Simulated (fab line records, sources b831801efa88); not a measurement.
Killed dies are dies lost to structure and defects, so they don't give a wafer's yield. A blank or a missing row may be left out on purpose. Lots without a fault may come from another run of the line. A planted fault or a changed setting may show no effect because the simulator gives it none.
One fault seen from 2 desks | flow gf180mcu | each desk has only its own numbers; what lay behind them comes last

THE METROLOGY DESK
What the gauges read, lot by lot, whatever tool the lot ran on: means of the sampled wafers that have a number. A lot is out of limits, marked OUT, if its mean lies more than 4 standard deviations from the usual mean; the brackets give that distance.
Columns: A = V4_BOW at GF_V4_BOW_MEAS_05, usual 134 um; B = V5_W_RS at GF_V5_RS_MEAS_24, usual 0.3288 ohm/sq; C = V5_W_THK at GF_V5_THK_MEAS_25, usual 362 nm
lot  | first seen here | A   | B      | C
L756 | day 24 13:42    | 124 | 0.3273 | 370
L759 | day 25 09:40    | 131 | 0.3247 | 366
L760 | day 25 22:41    | 144 | 0.3272 | 364
L761 | day 26 08:58    | 126 | 0.3300 | 363
L762 | day 26 13:22    | 130 | 0.3286 | 360
L764 | day 27 03:42    | 131 | 0.3278 | 364
L765 | day 27 09:43    | 151 | 0.3359 | 353
L766 | day 27 18:12    | 148 | 0.3282 | 364
L767 | day 28 02:05    | 131 | 0.3373 | 353
L768 | day 28 10:43    | 128 | 0.3275 | 367
L769 | day 28 17:59    | 133 | 0.3280 | 362
L772 | day 29 16:36    | 138 | 0.3292 | 360
This desk's finding: nothing out of limits on any of the 12 lots.

THE TOOL OWNER'S DESK: cvd_w-02
The tool's own readings at GF_V5_CVD_23 (deposits W, target thk 350 nm, time 104.9 s): means of the sampled wafers that have a number, for each lot that ran on this tool. A lot is out of limits, marked OUT, if its mean lies more than 4 standard deviations from the usual mean; the brackets give that distance.
Columns: A = chamber_pressure_Torr at GF_V5_CVD_23, usual 40.02 Torr; B = heater_power_w at GF_V5_CVD_23, usual 747 W
lot  | first seen here | A               | B
L759 | day 29 00:50    | 40.06           | 796
L764 | day 30 14:50    | 39.93           | 826
L765 | day 30 20:16    | 38.52 (-18) OUT | 806
L767 | day 31 09:29    | 38.44 (-19) OUT | 810
This desk's finding: out of limits on L765, L767; first on L765, day 30 20:16 (chamber_pressure_Torr at GF_V5_CVD_23). In limits: L759, L764.

PUT TOGETHER
The tool owner's desk could have raised an alarm at day 30 20:16, on L765, L767.
The metrology desk saw nothing out of limits.
The metrology desk has L765, L767 on record, within its limits.
Of the lots named, all ran GF_V5_CVD_23 on cvd_w-02.

WHAT THE SIMULATOR HAD PUT IN
Process parameter drift: cvd_w-02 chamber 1, from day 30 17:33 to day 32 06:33, at GF_V5_CVD_23. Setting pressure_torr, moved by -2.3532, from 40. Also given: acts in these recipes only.
Lots struck among those shown: L765, L767.
Hours from the fault's start to each desk's first reading out of limits: the tool owner's desk, 3.
